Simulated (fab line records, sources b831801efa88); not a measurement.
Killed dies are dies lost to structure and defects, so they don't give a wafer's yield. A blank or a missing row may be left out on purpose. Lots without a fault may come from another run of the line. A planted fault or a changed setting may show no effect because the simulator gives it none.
Which tool did it? | flow sky130 | 6 lots, 18 wafers sampled, at 3 steps of a route of 708

WHAT THE GAUGES READ, wafer by wafer
SKY_CAPM_OVL_MEAS_12.
lot  | measured     | on         | CAPM_OVL (nm)
L389 | day 38 14:58 | overlay-01 | -1.1 -0.8 -0.1
L391 | day 39 04:01 | overlay-02 | -0.2 -1.0 -0.5
L394 | day 40 05:35 | overlay-02 | 1.8 1.4 1.1
L400 | day 41 14:53 | overlay-01 | 1.3 2.1 2.7
L404 | day 42 17:16 | overlay-02 | 2.4 1.6 2.1
L409 | day 43 23:37 | overlay-02 | 0.1 -0.3 0.5

WHICH TOOL RAN EACH LOT (tool, then ch and the chambers of the sampled wafers, then the start)
lot  | SKY_FIELD_ISO_ETCH_14             | SKY_METAL2_SPUTTER_04
L389 | rie_diel-02 ch 1,3, day 2 20:45   | pvd_sputter-02, day 35 06:59
L391 | rie_diel-01 ch 2,3, day 3 06:53   | pvd_sputter-02, day 35 20:02
L394 | rie_diel-04 ch 0,1,2, day 3 23:05 | pvd_sputter-02, day 36 19:10
L400 | rie_diel-01 ch 0,3, day 5 06:26   | pvd_sputter-01, day 38 10:11
L404 | rie_diel-04 ch 0,1,2, day 6 02:50 | pvd_sputter-01, day 39 13:59
L409 | rie_diel-02 ch 1,2,3, day 7 05:41 | pvd_sputter-01, day 40 23:29
- SKY_FIELD_ISO_ETCH_14: etches BARC in N2/H2, stops on SiO2, time 45.9 s, target depth 60 nm.
- SKY_METAL2_SPUTTER_04: material TiN, target thk 70 nm, time 56.63 s.

THE ANSWER, worked out from the rows above alone
Rule: what is usual is taken from the lots themselves. Put in order of their means at a reading, lots are off if they are a third of the lots or fewer, leave a main group of 4 or more, and stand apart from it by a gap of 3 or more times the standard deviation of the main group's means; of several such gaps the widest counts. A main group whose means are all the same, to the digits that the tables above print for the reading, isn't used. A lot without any number at a reading at which 4 lots or more have one is off too. The other lots that the step has rows for count as sound.
No lot is off at any reading shown: from this, nothing can be told.

WHAT THE SIMULATOR HAD PUT IN
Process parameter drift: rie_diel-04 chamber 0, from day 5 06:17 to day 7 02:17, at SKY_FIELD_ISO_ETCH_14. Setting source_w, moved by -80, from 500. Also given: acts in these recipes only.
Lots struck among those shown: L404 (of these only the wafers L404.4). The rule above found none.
